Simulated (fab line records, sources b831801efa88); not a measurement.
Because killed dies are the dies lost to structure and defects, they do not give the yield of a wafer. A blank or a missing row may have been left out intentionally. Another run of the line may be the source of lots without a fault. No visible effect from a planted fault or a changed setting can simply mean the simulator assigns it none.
fab line records || flow sky130
record {"lots": 7, "wafers": 21, "lastDay": 49}
route steps=708 shown LDD_P@261 LDD_HVN@267
lots with no fault: from the same line, run without faults
startH: hours from the record's first day to the start of the lot's first wafer shown || waitH: time in hours since the lot's previous step || " same as the row above || L1.1+2: several wafers, shown together as one row || - either no value or no given start || * or withheld: withheld || < > ~ a bound
route shown NAME@n: NAME is a module with steps in the file, n the number in the route of the first one || usual: mean and standard deviation over wafers with no fault || same: alike in all rows || chamber/n: place in a boat || sites: each site's reading || _std_site: the standard deviation of these || _edge_site: the outer-site mean with the inner-site mean subtracted || radiusMm: for every site, how far away it sits from the centre of the wafer || mask NAME#n: copy n || behind: the most recent tool/chamber to have shaped the wafer || hold: why the lot was held/for how many hours/how that ended || device: which transistor (n, p or np) failed to switch || end of line: the same wafers' tests at the end of the route || step lacking rows: just its recipe || killed: the dies lost at the first sort to structure and to defects; this is not the yield of the wafer || map: a wafer's dies, marking killed ones x, the rest . and places with no die _
set.NAME: setting as actually run; set.NAME@STEP: the setting as run at that earlier step || model.NAME: the simulator's own value behind a step, which no gauge read
lots seen at some steps along the route; tables by step, rows by wafer
services: when a tool's chamber went out of use (startH, in hours from the record's first day, below 0 if earlier), for how many hours, and the reason
## steps
# step SKY_LDD_P_DEVELOP_06
# recipe {"resist": "NOVOLAK", "developer": "TMAH", "developTimeS": 60, "devTempC": 23}
# step SKY_LDD_P_CD_MEAS_07
# recipe {"targetCdNm": 380}
# usual {"cdNm": "378.9/2.3"}
{"lot.wafer": "L186.2", "tool": "cdSem-01", "chamber": "-", "startH": 436.75, "waitH": 0.1, "cdNm": 372.6}
{"lot.wafer": "L186.5", "tool": "cdSem-01", "chamber": "-", "startH": 436.75, "waitH": 0.1, "cdNm": 372.5}
{"lot.wafer": "L186.6", "tool": "cdSem-01", "chamber": "-", "startH": 436.75, "waitH": 0.1, "cdNm": 373.0}
{"lot.wafer": "L190.3", "tool": "cdSem-02", "chamber": "-", "startH": 484.67, "waitH": 0.1, "cdNm": 379.8}
{"lot.wafer": "L190.5", "tool": "cdSem-02", "chamber": "-", "startH": 484.67, "waitH": 0.1, "cdNm": 380.8}
{"lot.wafer": "L190.6", "tool": "cdSem-02", "chamber": "-", "startH": 484.67, "waitH": 0.1, "cdNm": 381.0}
{"lot.wafer": "L191.2", "tool": "cdSem-02", "chamber": "-", "startH": 487.95, "waitH": 0.1, "cdNm": 378.2}
{"lot.wafer": "L191.3", "tool": "cdSem-02", "chamber": "-", "startH": 487.95, "waitH": 0.1, "cdNm": 378.2}
{"lot.wafer": "L191.6", "tool": "cdSem-02", "chamber": "-", "startH": 487.95, "waitH": 0.1, "cdNm": 377.4}
{"lot.wafer": "L193.1", "tool": "cdSem-01", "chamber": "-", "startH": 520.48, "waitH": 0.1, "cdNm": 377.6}
{"lot.wafer": "L193.3", "tool": "cdSem-01", "chamber": "-", "startH": 520.48, "waitH": 0.1, "cdNm": 376.0}
{"lot.wafer": "L193.5", "tool": "cdSem-01", "chamber": "-", "startH": 520.48, "waitH": 0.1, "cdNm": 379.7}
{"lot.wafer": "L192.2", "tool": "cdSem-02", "chamber": "-", "startH": 526.81, "waitH": 0.1, "cdNm": 375.3}
{"lot.wafer": "L192.3", "tool": "cdSem-02", "chamber": "-", "startH": 526.81, "waitH": 0.1, "cdNm": 375.5}
{"lot.wafer": "L192.6", "tool": "cdSem-02", "chamber": "-", "startH": 526.81, "waitH": 0.1, "cdNm": 376.7}
{"lot.wafer": "L205.3", "tool": "cdSem-02", "chamber": "-", "startH": 606.59, "waitH": 0.2, "cdNm": 379.5}
{"lot.wafer": "L205.4", "tool": "cdSem-02", "chamber": "-", "startH": 606.59, "waitH": 0.2, "cdNm": 381.1}
{"lot.wafer": "L205.5", "tool": "cdSem-02", "chamber": "-", "startH": 606.59, "waitH": 0.2, "cdNm": 378.6}
{"lot.wafer": "L206.1", "tool": "cdSem-02", "chamber": "-", "startH": 608.88, "waitH": 0.1, "cdNm": 381.7}
{"lot.wafer": "L206.4", "tool": "cdSem-02", "chamber": "-", "startH": 608.88, "waitH": 0.1, "cdNm": 379.9}
{"lot.wafer": "L206.5", "tool": "cdSem-02", "chamber": "-", "startH": 608.88, "waitH": 0.1, "cdNm": 381.9}
# step SKY_LDD_P_OVL_MEAS_08
# usual {"LDD_P_OVL": "-0.2/1.4"}
{"lot.wafer": "L186.2", "tool": "overlay-01", "chamber": "-", "startH": 436.86, "waitH": 0.1, "LDD_P_OVL[nm]": 0.8}
{"lot.wafer": "L186.5", "tool": "overlay-01", "chamber": "-", "startH": 436.86, "waitH": 0.1, "LDD_P_OVL[nm]": -1.6}
{"lot.wafer": "L186.6", "tool": "overlay-01", "chamber": "-", "startH": 436.86, "waitH": 0.1, "LDD_P_OVL[nm]": 0.8}
{"lot.wafer": "L190.3", "tool": "overlay-02", "chamber": "-", "startH": 484.76, "waitH": 0.1, "LDD_P_OVL[nm]": -1.1}
{"lot.wafer": "L190.5", "tool": "overlay-02", "chamber": "-", "startH": 484.76, "waitH": 0.1, "LDD_P_OVL[nm]": -0.5}
{"lot.wafer": "L190.6", "tool": "overlay-02", "chamber": "-", "startH": 484.76, "waitH": 0.1, "LDD_P_OVL[nm]": -0.8}
{"lot.wafer": "L191.2", "tool": "overlay-01", "chamber": "-", "startH": 488.06, "waitH": 0.1, "LDD_P_OVL[nm]": 0.9}
{"lot.wafer": "L191.3", "tool": "overlay-01", "chamber": "-", "startH": 488.06, "waitH": 0.1, "LDD_P_OVL[nm]": -2.9}
{"lot.wafer": "L191.6", "tool": "overlay-01", "chamber": "-", "startH": 488.06, "waitH": 0.1, "LDD_P_OVL[nm]": -0.5}
{"lot.wafer": "L193.1", "tool": "overlay-02", "chamber": "-", "startH": 520.60, "waitH": 0.1, "LDD_P_OVL[nm]": 2.1}
{"lot.wafer": "L193.3", "tool": "overlay-02", "chamber": "-", "startH": 520.60, "waitH": 0.1, "LDD_P_OVL[nm]": 0.7}
{"lot.wafer": "L193.5", "tool": "overlay-02", "chamber": "-", "startH": 520.60, "waitH": 0.1, "LDD_P_OVL[nm]": -0.9}
{"lot.wafer": "L192.2", "tool": "overlay-01", "chamber": "-", "startH": 526.91, "waitH": 0.1, "LDD_P_OVL[nm]": -2.2}
{"lot.wafer": "L192.3", "tool": "overlay-01", "chamber": "-", "startH": 526.91, "waitH": 0.1, "LDD_P_OVL[nm]": 2.4}
{"lot.wafer": "L192.6", "tool": "overlay-01", "chamber": "-", "startH": 526.91, "waitH": 0.1, "LDD_P_OVL[nm]": -0.1}
{"lot.wafer": "L205.3", "tool": "overlay-02", "chamber": "-", "startH": 606.69, "waitH": 0.1, "LDD_P_OVL[nm]": -0.7}
{"lot.wafer": "L205.4", "tool": "overlay-02", "chamber": "-", "startH": 606.69, "waitH": 0.1, "LDD_P_OVL[nm]": -3.0}
{"lot.wafer": "L205.5", "tool": "overlay-02", "chamber": "-", "startH": 606.69, "waitH": 0.1, "LDD_P_OVL[nm]": -1.7}
{"lot.wafer": "L206.1", "tool": "overlay-02", "chamber": "-", "startH": 609.00, "waitH": 0.1, "LDD_P_OVL[nm]": -1.4}
{"lot.wafer": "L206.4", "tool": "overlay-02", "chamber": "-", "startH": 609.00, "waitH": 0.1, "LDD_P_OVL[nm]": -3.0}
{"lot.wafer": "L206.5", "tool": "overlay-02", "chamber": "-", "startH": 609.00, "waitH": 0.1, "LDD_P_OVL[nm]": 0.6}
# step SKY_LDD_P_IMPLANT_09
# recipe {"species": "BF2", "energyKev": 25.32, "doseCm2": 1e+13, "tiltDeg": "withheld"}
# step SKY_LDD_P_STRIP_10
# recipe {"chemistry": "O2/N2", "powerW": 1400, "pressureMtorr": 1500, "platenTempC": "withheld", "o2FlowSccm": 3000, "n2FlowSccm": 300, "overashFraction": 0.5}
# usual {"chamberPressureMTorr": "1499.9/1.4", "drypumpMotorCurrentA": "5.6/0.66", "oesProductAu": "0.716/0.0047", "stripTimeToEndpointS": "14.208/0.029"}
{"lot.wafer": "L186.2", "tool": "plasmaAsher-01", "chamber": 0, "startH": 437.04, "waitH": 0.1, "chamberPressureMTorr": 1500.1, "drypumpMotorCurrentA": 5.2, "oesProductAu": 0.712, "rfHoursCounterH": 32, "stripTimeToEndpointS": 14.197}
{"lot.wafer": "L186.5", "tool": "plasmaAsher-01", "chamber": 1, "startH": 437.04, "waitH": 0.1, "chamberPressureMTorr": 1500.3, "drypumpMotorCurrentA": 6.2, "oesProductAu": 0.713, "rfHoursCounterH": "-", "stripTimeToEndpointS": 14.220}
{"lot.wafer": "L186.6", "tool": "plasmaAsher-01", "chamber": 0, "startH": 437.04, "waitH": 0.1, "chamberPressureMTorr": 1502.3, "drypumpMotorCurrentA": 5.2, "oesProductAu": 0.711, "rfHoursCounterH": "-", "stripTimeToEndpointS": 14.213}
{"lot.wafer": "L190.3", "tool": "plasmaAsher-02", "chamber": 0, "startH": 484.97, "waitH": 0.1, "chamberPressureMTorr": 1498.6, "drypumpMotorCurrentA": 5.1, "oesProductAu": 0.715, "rfHoursCounterH": "-", "stripTimeToEndpointS": 14.194}
{"lot.wafer": "L190.5", "tool": "plasmaAsher-02", "chamber": 0, "startH": 484.97, "waitH": 0.1, "chamberPressureMTorr": 1500.7, "drypumpMotorCurrentA": 5.1, "oesProductAu": 0.717, "rfHoursCounterH": "-", "stripTimeToEndpointS": 14.206}
{"lot.wafer": "L190.6", "tool": "plasmaAsher-02", "chamber": 1, "startH": 484.97, "waitH": 0.1, "chamberPressureMTorr": 1498.6, "drypumpMotorCurrentA": 5.9, "oesProductAu": 0.724, "rfHoursCounterH": "-", "stripTimeToEndpointS": 14.178}
{"lot.wafer": "L191.2", "tool": "plasmaAsher-01", "chamber": 0, "startH": 488.24, "waitH": 0.1, "chamberPressureMTorr": 1498.4, "drypumpMotorCurrentA": 5.3, "oesProductAu": 0.710, "rfHoursCounterH": 36, "stripTimeToEndpointS": 14.200}
{"lot.wafer": "L191.3", "tool": "plasmaAsher-01", "chamber": 1, "startH": 488.24, "waitH": 0.1, "chamberPressureMTorr": 1499.2, "drypumpMotorCurrentA": 6.2, "oesProductAu": 0.713, "rfHoursCounterH": "-", "stripTimeToEndpointS": 14.227}
{"lot.wafer": "L191.6", "tool": "plasmaAsher-01", "chamber": 1, "startH": 488.24, "waitH": 0.1, "chamberPressureMTorr": 1499.2, "drypumpMotorCurrentA": 6.2, "oesProductAu": 0.707, "rfHoursCounterH": "-", "stripTimeToEndpointS": 14.210}
{"lot.wafer": "L193.1", "tool": "plasmaAsher-02", "chamber": 0, "startH": 520.79, "waitH": 0.1, "chamberPressureMTorr": 1497.9, "drypumpMotorCurrentA": 5.1, "oesProductAu": 0.702, "rfHoursCounterH": 70, "stripTimeToEndpointS": 14.240}
{"lot.wafer": "L193.3", "tool": "plasmaAsher-02", "chamber": 0, "startH": 520.79, "waitH": 0.1, "chamberPressureMTorr": 1498.4, "drypumpMotorCurrentA": 5.1, "oesProductAu": 0.713, "rfHoursCounterH": "-", "stripTimeToEndpointS": 14.241}
{"lot.wafer": "L193.5", "tool": "plasmaAsher-02", "chamber": 1, "startH": 520.79, "waitH": 0.1, "chamberPressureMTorr": 1500.6, "drypumpMotorCurrentA": 5.9, "oesProductAu": 0.720, "rfHoursCounterH": "-", "stripTimeToEndpointS": 14.226}
{"lot.wafer": "L192.2", "tool": "plasmaAsher-04", "chamber": 1, "startH": 527.09, "waitH": 0.1, "chamberPressureMTorr": 1500.5, "drypumpMotorCurrentA": 4.7, "oesProductAu": 0.722, "rfHoursCounterH": 82, "stripTimeToEndpointS": 14.185}
{"lot.wafer": "L192.3", "tool": "plasmaAsher-04", "chamber": 1, "startH": 527.09, "waitH": 0.1, "chamberPressureMTorr": 1500.6, "drypumpMotorCurrentA": 4.6, "oesProductAu": 0.715, "rfHoursCounterH": "-", "stripTimeToEndpointS": 14.181}
{"lot.wafer": "L192.6", "tool": "plasmaAsher-04", "chamber": 1, "startH": 527.09, "waitH": 0.1, "chamberPressureMTorr": 1497.7, "drypumpMotorCurrentA": 4.7, "oesProductAu": 0.714, "rfHoursCounterH": "-", "stripTimeToEndpointS": 14.212}
{"lot.wafer": "L205.3", "tool": "plasmaAsher-01", "chamber": 0, "startH": 606.89, "waitH": 0.1, "chamberPressureMTorr": 1501.0, "drypumpMotorCurrentA": 5.3, "oesProductAu": 0.717, "rfHoursCounterH": "-", "stripTimeToEndpointS": 14.233}
{"lot.wafer": "L205.4", "tool": "plasmaAsher-01", "chamber": 1, "startH": 606.89, "waitH": 0.1, "chamberPressureMTorr": 1500.3, "drypumpMotorCurrentA": 6.2, "oesProductAu": 0.717, "rfHoursCounterH": "-", "stripTimeToEndpointS": 14.208}
{"lot.wafer": "L205.5", "tool": "plasmaAsher-01", "chamber": 0, "startH": 606.89, "waitH": 0.1, "chamberPressureMTorr": 1499.3, "drypumpMotorCurrentA": 5.2, "oesProductAu": 0.718, "rfHoursCounterH": "-", "stripTimeToEndpointS": 14.248}
{"lot.wafer": "L206.1", "tool": "plasmaAsher-04", "chamber": 1, "startH": 609.19, "waitH": 0.1, "chamberPressureMTorr": 1499.5, "drypumpMotorCurrentA": 4.7, "oesProductAu": 0.725, "rfHoursCounterH": 90, "stripTimeToEndpointS": 14.211}
{"lot.wafer": "L206.4", "tool": "plasmaAsher-04", "chamber": 1, "startH": 609.19, "waitH": 0.1, "chamberPressureMTorr": 1500.0, "drypumpMotorCurrentA": 4.7, "oesProductAu": 0.710, "rfHoursCounterH": "-", "stripTimeToEndpointS": 14.142}
{"lot.wafer": "L206.5", "tool": "plasmaAsher-04", "chamber": 1, "startH": 609.19, "waitH": 0.1, "chamberPressureMTorr": 1501.8, "drypumpMotorCurrentA": 4.7, "oesProductAu": 0.712, "rfHoursCounterH": "-", "stripTimeToEndpointS": 14.181}
# step SKY_LDD_P_TW_MEAS_11
# usual {"LDD_P_TW": "637/8.8"}
{"lot.wafer": "L186.2", "tool": "filmMetro-04", "chamber": "-", "startH": 437.15, "waitH": 0.1, "LDD_P_TW": 634}
{"lot.wafer": "L186.5", "tool": "filmMetro-04", "chamber": "-", "startH": 437.15, "waitH": 0.1, "LDD_P_TW": 633}
{"lot.wafer": "L186.6", "tool": "filmMetro-04", "chamber": "-", "startH": 437.15, "waitH": 0.1, "LDD_P_TW": 635}
{"lot.wafer": "L190.3", "tool": "filmMetro-03", "chamber": "-", "startH": 485.06, "waitH": 0.1, "LDD_P_TW": 643}
{"lot.wafer": "L190.5", "tool": "filmMetro-03", "chamber": "-", "startH": 485.06, "waitH": 0.1, "LDD_P_TW": 644}
{"lot.wafer": "L190.6", "tool": "filmMetro-03", "chamber": "-", "startH": 485.06, "waitH": 0.1, "LDD_P_TW": 642}
{"lot.wafer": "L191.2", "tool": "filmMetro-02", "chamber": "-", "startH": 488.35, "waitH": 0.1, "LDD_P_TW": 633}
{"lot.wafer": "L191.3", "tool": "filmMetro-02", "chamber": "-", "startH": 488.35, "waitH": 0.1, "LDD_P_TW": 631}
{"lot.wafer": "L191.6", "tool": "filmMetro-02", "chamber": "-", "startH": 488.35, "waitH": 0.1, "LDD_P_TW": 634}
{"lot.wafer": "L193.1", "tool": "filmMetro-04", "chamber": "-", "startH": 520.89, "waitH": 0.1, "LDD_P_TW": 623}
{"lot.wafer": "L193.3", "tool": "filmMetro-04", "chamber": "-", "startH": 520.89, "waitH": 0.1, "LDD_P_TW": 626}
{"lot.wafer": "L193.5", "tool": "filmMetro-04", "chamber": "-", "startH": 520.89, "waitH": 0.1, "LDD_P_TW": 629}
{"lot.wafer": "L192.2", "tool": "filmMetro-04", "chamber": "-", "startH": 527.20, "waitH": 0.1, "LDD_P_TW": 631}
{"lot.wafer": "L192.3", "tool": "filmMetro-04", "chamber": "-", "startH": 527.20, "waitH": 0.1, "LDD_P_TW": 629}
{"lot.wafer": "L192.6", "tool": "filmMetro-04", "chamber": "-", "startH": 527.20, "waitH": 0.1, "LDD_P_TW": 636}
{"lot.wafer": "L205.3", "tool": "filmMetro-03", "chamber": "-", "startH": 606.98, "waitH": 0.1, "LDD_P_TW": 649}
{"lot.wafer": "L205.4", "tool": "filmMetro-03", "chamber": "-", "startH": 606.98, "waitH": 0.1, "LDD_P_TW": 648}
{"lot.wafer": "L205.5", "tool": "filmMetro-03", "chamber": "-", "startH": 606.98, "waitH": 0.1, "LDD_P_TW": 650}
{"lot.wafer": "L206.1", "tool": "filmMetro-03", "chamber": "-", "startH": 609.29, "waitH": 0.1, "LDD_P_TW": 650}
{"lot.wafer": "L206.4", "tool": "filmMetro-03", "chamber": "-", "startH": 609.29, "waitH": 0.1, "LDD_P_TW": 653}
{"lot.wafer": "L206.5", "tool": "filmMetro-03", "chamber": "-", "startH": 609.29, "waitH": 0.1, "LDD_P_TW": 650}
# step SKY_LDD_HVN_DEHYDRATE_00
# recipe {"tempC": 200, "timeS": 60}
# step SKY_LDD_HVN_HMDS_01
# recipe {"primeTimeS": 60, "primeTempC": 120}
# step SKY_LDD_HVN_COAT_02
# recipe {"resist": "NOVOLAK", "spinRpm": 3000, "resistThkNm": 300}
# step SKY_LDD_HVN_SOFTBAKE_03
# recipe {"tempC": 90, "timeS": 60, "resist": "NOVOLAK"}
# step SKY_LDD_HVN_EXPOSE_04
# recipe {"maskId": "HVNTM", "na": 0.6, "sourceShape": "conventional", "sigmaOuter": 0.6, "polarization": "unpolarized", "targetCdNm": 700, "doseMj": 127}
# step SKY_LDD_HVN_PEB_05
# recipe {"tempC": "withheld", "timeS": "*", "resist": "NOVOLAK"}
# step SKY_LDD_HVN_DEVELOP_06
# recipe {"resist": "NOVOLAK", "developer": "TMAH", "developTimeS": 60, "devTempC": 23}
# usual {"chillPlateTempC": "22.99/0.097", "developTimeS": "60/0"}
{"lot.wafer": "L186.2", "tool": "lithoTrack-01", "chamber": 0, "startH": 468.06, "waitH": 0.1, "chillPlateTempC": 22.95, "developTimeS": 60}
{"lot.wafer": "L186.5", "tool": "lithoTrack-01", "chamber": 0, "startH": 468.06, "waitH": 0.1, "chillPlateTempC": 22.90, "developTimeS": 60}
{"lot.wafer": "L186.6", "tool": "lithoTrack-01", "chamber": 0, "startH": 468.06, "waitH": 0.1, "chillPlateTempC": 23.02, "developTimeS": 60}
{"lot.wafer": "L190.3", "tool": "lithoTrack-02", "chamber": 0, "startH": 514.73, "waitH": 0.1, "chillPlateTempC": 23.12, "developTimeS": 60}
{"lot.wafer": "L190.5", "tool": "lithoTrack-02", "chamber": 0, "startH": 514.73, "waitH": 0.1, "chillPlateTempC": 22.87, "developTimeS": 60}
{"lot.wafer": "L190.6", "tool": "lithoTrack-02", "chamber": 0, "startH": 514.73, "waitH": 0.1, "chillPlateTempC": 23.18, "developTimeS": 60}
{"lot.wafer": "L191.2", "tool": "lithoTrack-04", "chamber": "-", "startH": 518.66, "waitH": 0.1, "chillPlateTempC": "-", "developTimeS": "-"}
{"lot.wafer": "L191.3", "tool": "lithoTrack-04", "chamber": "-", "startH": 518.66, "waitH": 0.1, "chillPlateTempC": "-", "developTimeS": "-"}
{"lot.wafer": "L191.6", "tool": "lithoTrack-04", "chamber": "-", "startH": 518.66, "waitH": 0.1, "chillPlateTempC": "-", "developTimeS": "-"}
{"lot.wafer": "L193.1", "tool": "lithoTrack-04", "chamber": "-", "startH": 550.28, "waitH": 0.1, "chillPlateTempC": "-", "developTimeS": "-"}
{"lot.wafer": "L193.3", "tool": "lithoTrack-04", "chamber": "-", "startH": 550.28, "waitH": 0.1, "chillPlateTempC": "-", "developTimeS": "-"}
{"lot.wafer": "L193.5", "tool": "lithoTrack-04", "chamber": "-", "startH": 550.28, "waitH": 0.1, "chillPlateTempC": "-", "developTimeS": "-"}
{"lot.wafer": "L192.2", "tool": "lithoTrack-01", "chamber": "-", "startH": 557.16, "waitH": 0.1, "chillPlateTempC": "-", "developTimeS": "-"}
{"lot.wafer": "L192.3", "tool": "lithoTrack-01", "chamber": "-", "startH": 557.16, "waitH": 0.1, "chillPlateTempC": "-", "developTimeS": "-"}
{"lot.wafer": "L192.6", "tool": "lithoTrack-01", "chamber": "-", "startH": 557.16, "waitH": 0.1, "chillPlateTempC": "-", "developTimeS": "-"}
{"lot.wafer": "L205.3", "tool": "lithoTrack-01", "chamber": 0, "startH": 635.69, "waitH": 0.1, "chillPlateTempC": 23.05, "developTimeS": 60}
{"lot.wafer": "L205.4", "tool": "lithoTrack-01", "chamber": 0, "startH": 635.69, "waitH": 0.1, "chillPlateTempC": 23.02, "developTimeS": 60}
{"lot.wafer": "L205.5", "tool": "lithoTrack-01", "chamber": 0, "startH": 635.69, "waitH": 0.1, "chillPlateTempC": 23.03, "developTimeS": 60}
{"lot.wafer": "L206.1", "tool": "lithoTrack-02", "chamber": 0, "startH": 637.73, "waitH": 0.1, "chillPlateTempC": 23.10, "developTimeS": 60}
{"lot.wafer": "L206.4", "tool": "lithoTrack-02", "chamber": 0, "startH": 637.73, "waitH": 0.1, "chillPlateTempC": 23.18, "developTimeS": 60}
{"lot.wafer": "L206.5", "tool": "lithoTrack-02", "chamber": 0, "startH": 637.73, "waitH": 0.1, "chillPlateTempC": 23.23, "developTimeS": 60}
# step SKY_LDD_HVN_OVL_MEAS_07
# usual {"LDD_HVN_OVL": "1.1/1.4"}
{"lot.wafer": "L186.2", "tool": "overlay-02", "chamber": "-", "startH": 468.19, "waitH": 0.1, "LDD_HVN_OVL[nm]": 2.3}
{"lot.wafer": "L186.5", "tool": "overlay-02", "chamber": "-", "startH": 468.19, "waitH": 0.1, "LDD_HVN_OVL[nm]": 2.9}
{"lot.wafer": "L186.6", "tool": "overlay-02", "chamber": "-", "startH": 468.19, "waitH": 0.1, "LDD_HVN_OVL[nm]": 0.9}
{"lot.wafer": "L190.3", "tool": "overlay-01", "chamber": "-", "startH": 514.84, "waitH": 0.1, "LDD_HVN_OVL[nm]": 2.3}
{"lot.wafer": "L190.5", "tool": "overlay-01", "chamber": "-", "startH": 514.84, "waitH": 0.1, "LDD_HVN_OVL[nm]": 2.2}
{"lot.wafer": "L190.6", "tool": "overlay-01", "chamber": "-", "startH": 514.84, "waitH": 0.1, "LDD_HVN_OVL[nm]": 0.9}
{"lot.wafer": "L191.2", "tool": "overlay-02", "chamber": "-", "startH": 518.79, "waitH": 0.1, "LDD_HVN_OVL[nm]": "-"}
{"lot.wafer": "L191.3", "tool": "overlay-02", "chamber": "-", "startH": 518.79, "waitH": 0.1, "LDD_HVN_OVL[nm]": "-"}
{"lot.wafer": "L191.6", "tool": "overlay-02", "chamber": "-", "startH": 518.79, "waitH": 0.1, "LDD_HVN_OVL[nm]": "-"}
{"lot.wafer": "L193.1", "tool": "overlay-01", "chamber": "-", "startH": 550.43, "waitH": 0.1, "LDD_HVN_OVL[nm]": "-"}
{"lot.wafer": "L193.3", "tool": "overlay-01", "chamber": "-", "startH": 550.43, "waitH": 0.1, "LDD_HVN_OVL[nm]": "-"}
{"lot.wafer": "L193.5", "tool": "overlay-01", "chamber": "-", "startH": 550.43, "waitH": 0.1, "LDD_HVN_OVL[nm]": "-"}
{"lot.wafer": "L192.2", "tool": "overlay-02", "chamber": "-", "startH": 557.29, "waitH": 0.1, "LDD_HVN_OVL[nm]": "-"}
{"lot.wafer": "L192.3", "tool": "overlay-02", "chamber": "-", "startH": 557.29, "waitH": 0.1, "LDD_HVN_OVL[nm]": "-"}
{"lot.wafer": "L192.6", "tool": "overlay-02", "chamber": "-", "startH": 557.29, "waitH": 0.1, "LDD_HVN_OVL[nm]": "-"}
{"lot.wafer": "L205.3", "tool": "overlay-01", "chamber": "-", "startH": 635.80, "waitH": 0.1, "LDD_HVN_OVL[nm]": 3.1}
{"lot.wafer": "L205.4", "tool": "overlay-01", "chamber": "-", "startH": 635.80, "waitH": 0.1, "LDD_HVN_OVL[nm]": 1.5}
{"lot.wafer": "L205.5", "tool": "overlay-01", "chamber": "-", "startH": 635.80, "waitH": 0.1, "LDD_HVN_OVL[nm]": 2.0}
{"lot.wafer": "L206.1", "tool": "overlay-01", "chamber": "-", "startH": 637.88, "waitH": 0.1, "LDD_HVN_OVL[nm]": 0.2}
{"lot.wafer": "L206.4", "tool": "overlay-01", "chamber": "-", "startH": 637.88, "waitH": 0.1, "LDD_HVN_OVL[nm]": 1.2}
{"lot.wafer": "L206.5", "tool": "overlay-01", "chamber": "-", "startH": 637.88, "waitH": 0.1, "LDD_HVN_OVL[nm]": -0.8}
## services
{"tool": "plasmaAsher-04", "chamber": "-", "startH": 434.39, "hours": 3.2, "kind": "repair"}
{"tool": "plasmaAsher-02", "chamber": "-", "startH": 439.91, "hours": 0.7, "kind": "repair"}
{"tool": "lithoTrack-01", "chamber": "-", "startH": 451.83, "hours": "-", "kind": "consumableReplace:filter"}
{"tool": "plasmaAsher-01", "chamber": "-", "startH": 463.94, "hours": 14.6, "kind": "pm"}
{"tool": "plasmaAsher-02", "chamber": "-", "startH": 494.49, "hours": 1.0, "kind": "repair"}
{"tool": "plasmaAsher-02", "chamber": "-", "startH": 605.98, "hours": 1.0, "kind": "repair"}
{"tool": "plasmaAsher-01", "chamber": "-", "startH": 611.45, "hours": 6.5, "kind": "repair"}
## key
firstSign {"step": "SKY_LDD_HVN_DEVELOP_06", "reading": "toolRecord", "direction": "missing"}
effect none on later readings
metAt SKY_LDD_HVN_DEVELOP_06
struckWafers L191.2,L191.3,L191.6,L192.2,L192.3,L192.6,L193.1,L193.3,L193.5
sortLeftOut L191.2,L191.3,L191.6,L192.2,L192.3,L192.6,L193.1,L193.3,L193.5
testerLeftOut L191,L192,L193
onsetBetween 468.06 518.66
fault {"kind": "skippedStepWhole", "tool": "lithoTrack-01,lithoTrack-04", "chamber": "-", "onsetH": 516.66, "steps": "SKY_LDD_HVN_DEVELOP_06", "scope": "struckLotsOnly"}
# testerLeftOut: of these lots the tester's yield and bins aren't shown, on N5 and GAA mostly nor the transistor test; their killed dies are dies lost to structure and defects alone, not to doping, threshold or leakage, so they don't give the yield
# sortLeftOut: the simulated sort isn't trusted on such a fault, so these wafers' sort isn't shown, and their yield isn't known
